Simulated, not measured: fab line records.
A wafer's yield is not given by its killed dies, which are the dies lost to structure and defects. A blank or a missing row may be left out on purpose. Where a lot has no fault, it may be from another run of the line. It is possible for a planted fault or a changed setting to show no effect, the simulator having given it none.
A struck lot beside a sound one + flow sky130 + 15 out of 708 route steps
Sound: wafers L893.1, L893.4, L893.6. Wafers L904.1, L904.2, L904.6 were the ones struck. At the end, the cause is stated.
For every step that has rows: the tool of each side, followed by ch and its chambers, followed by its first start. Under that, the readings that differ: sound wafers + struck wafers + difference of the means + sigmas: that difference in standard deviations of wafers without a fault.
alike: readings with means less than 2 such deviations apart, plus words and numbers identical on both sides. not compared: withheld readings, readings lacking a value on some wafer, bounds such as >300 that could conceal the same value, and numbers that have no deviation in the record and whose values overlap.
The two part at a step that has a row with sigmas, a row that says differs or no value, or rows on one side only. When numbers do not overlap yet have no deviation, they are printed without sigmas and do not part them. A reading that every wafer of one side lacks parts them only if that side has two wafers or more.

first, 2 steps without rows for these wafers: SKY_VIA4_PEB_09; SKY_VIA4_DEVELOP_10 (develop time 60 s).
SKY_VIA4_OVL_MEAS_11:
  struck on overlay-02, day 47 06:39; sound on overlay-01, day 44 20:47
  alike: VIA4_OVL
SKY_VIA4_ETCH_12: etches SiO2 in C4F8/O2/Ar, stops on TiN, target depth 580 nm.
  sound on rie_diel-03 ch 1,2, day 44 20:50; struck on rie_diel-02 ch 0,2,3, day 47 06:41
  alike: oes_product_au
SKY_VIA4_STRIP_13: strips in O2/N2.
  sound on plasma_asher-01 ch 0,1, day 44 20:54; struck on plasma_asher-02 ch 0,1, day 47 06:46
  alike: drypump_motor_current_A, oes_product_au, strip_time_to_endpoint_s
  not compared: rf_hours_counter_h
then, 3 steps without rows for these wafers: SKY_VIA4_STRIP_14 (strips in post etch residue remover, time 1200 s); SKY_VIA4_CLEAN_15 (cleans in IPA, time 180 s); SKY_VIA4_CLEAN_16 (cleans in O3/DIW).
SKY_VIA4_SPUTTER_17: material TiN, target thk 20 nm, time 80 s.
  struck on pvd_sputter-04, day 47 07:56; sound on pvd_sputter-01, day 44 21:29
  alike: throttle_valve_pct
SKY_VIA4_CVD_18: deposits W, target thk 505 nm, time 152.14 s.
  sound on cvd_w-01 ch 1, day 44 21:34; struck on cvd_w-02 ch 0,1, day 47 08:00
  alike: heater_power_outer_w, heater_power_w
  not compared: since_wet_clean_h
SKY_VIA4_RS_MEAS_19: measurement is done with a four-point probe.
  struck on film_metro-03, day 47 08:09; sound on film_metro-03, day 44 21:43
  alike: VIA4_W_RS
SKY_VIA4_THK_MEAS_20: measures by xrf.
  struck on film_metro-03, day 47 08:16; sound on film_metro-03, day 44 21:50
  alike: VIA4_W_THK
SKY_VIA4_CMP_21: polishes, stops on SiO2, t overpolish 25 s, target thk 0 nm.
  sound on cmp-01 ch 1,3, day 44 21:53; struck on cmp-01 ch 0,1,2, day 47 08:32
| reading                | sound             | struck            | difference | sigmas      |
|------------------------|-------------------|-------------------|------------|-------------|
| platen_rpm (rpm)       | 59.99 60.02 60.05 | 53.99 54.02 53.95 | -6.03      | -99 or more |
| time_to_endpoint_s (s) | 126 126 125       | 140 142 138       | +14        | +3          |
  alike: motor_current_A, overpolish_run_s
SKY_METAL5_SPUTTER_00: material Ti, target thk 15 nm, time 10 s.
  struck on pvd_sputter-02, day 47 08:44; sound on pvd_sputter-03, day 44 22:11
  alike: throttle_valve_pct
following that, these wafers have no rows for 1 step: SKY_PAD_OPEN_PROBE_99.

== WHERE THEY PART ==
Within this record, at SKY_VIA4_CMP_21 only. Later steps at which nothing parts them and some readings are alike: SKY_METAL5_SPUTTER_00.

WHY: what the simulator had put in
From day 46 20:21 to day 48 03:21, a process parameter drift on cmp-01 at SKY_VIA4_CMP_21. A move of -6 in setting platen_rpm, from 60. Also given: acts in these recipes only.
